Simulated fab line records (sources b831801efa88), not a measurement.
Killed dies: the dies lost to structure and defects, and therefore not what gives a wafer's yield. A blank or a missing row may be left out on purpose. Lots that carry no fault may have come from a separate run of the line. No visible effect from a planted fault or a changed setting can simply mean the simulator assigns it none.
One fault through the eyes of 2 desks ; flow gf180mcu ; numbers are kept per desk, each desk with only its own; the story behind them comes last

## AT THE TOOL OWNER'S DESK: rtpAnneal-02
Per lot that ran on this tool, the mean of the sampled wafers carrying a number, from the tool's own readings at GF_PSD_RTA_13 (time 20 s). The brackets show how far a lot's mean lies from the usual mean; more than 4 standard deviations puts the lot out of limits, marked OUT.
Columns: A = lampPowerPct at GF_PSD_RTA_13, usual 35.2 %; B = wafer_temp_C_max at GF_PSD_RTA_13, usual 1028.2
lot;first seen here;A;B
L827;day 14 03:25;35.5;1027.2
L829;day 14 20:44;35.5;1027.6
L830;day 15 05:56;35.5;1027.2
L834;day 16 18:02;35.5;1027.1
L842;day 19 21:32;35.5;1028.0
L843;day 20 05:01;36.2;1034.5 (+5.2) OUT
L844;day 20 11:28;36.2;1035.2 (+5.8) OUT
L846;day 21 00:58;36.2;1034.8 (+5.5) OUT
This desk finds L843, L844, L846 out of limits, L843 being first, at day 20 05:01 (wafer_temp_C_max at GF_PSD_RTA_13). L827, L829, L830, L834, L842: within limits.

## AT THE METROLOGY DESK
Lot by lot, what the gauges showed, no matter which tool ran the lot: averages of those sampled wafers that carry a number. The brackets show how far a lot's mean lies from the usual mean; more than 4 standard deviations puts the lot out of limits, marked OUT.
Columns: A = NSD_RS at GF_PSD_RS_MEAS_14, usual 46.14 ohm/sq; B = PSD_RS at GF_PSD_RS_MEAS_15, usual 108.53 ohm/sq
lot;first seen here;A;B
L827;day 14 03:31;46.19;108.77
L829;day 14 20:50;46.04;108.23
L830;day 15 06:02;46.10;108.73
L831;day 15 10:32;46.01;108.25
L832;day 16 00:24;46.13;108.50
L834;day 16 18:07;46.03;108.40
L842;day 19 21:38;46.21;108.56
L843;day 20 05:07;45.20 (-10) OUT;104.66 (-15) OUT
L844;day 20 11:32;45.18 (-11) OUT;104.67 (-15) OUT
L845;day 20 17:53;46.24;108.59
L846;day 21 01:03;45.20 (-10) OUT;104.92 (-14) OUT
L847;day 21 11:06;46.10;108.19
L850;day 22 05:16;46.06;108.65
This desk finds L843, L844, L846 out of limits, with the earliest case on L843 at day 20 05:07 (NSD_RS at GF_PSD_RS_MEAS_14). L827, L829, L830, L831, L832, L834, L842, L845, L847, L850: within limits.

## TAKEN TOGETHER
The tool owner's desk had the chance to raise an alarm at day 20 05:01 on L843, L844, L846.
On L843, L844, L846, the metrology desk was in a position to raise an alarm at day 20 05:07.
On rtpAnneal-02, each named lot ran GF_PSD_RTA_13.

## WHAT THE SIMULATOR HAD PUT IN
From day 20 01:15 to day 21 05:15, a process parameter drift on rtpAnneal-02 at GF_PSD_RTA_13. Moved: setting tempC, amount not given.
Shown lots that were struck: L843, L844, L846.
Delay (hours) between the fault's onset and each desk's first out-of-limits reading: 4 at the tool owner's desk, 4 at the metrology desk.
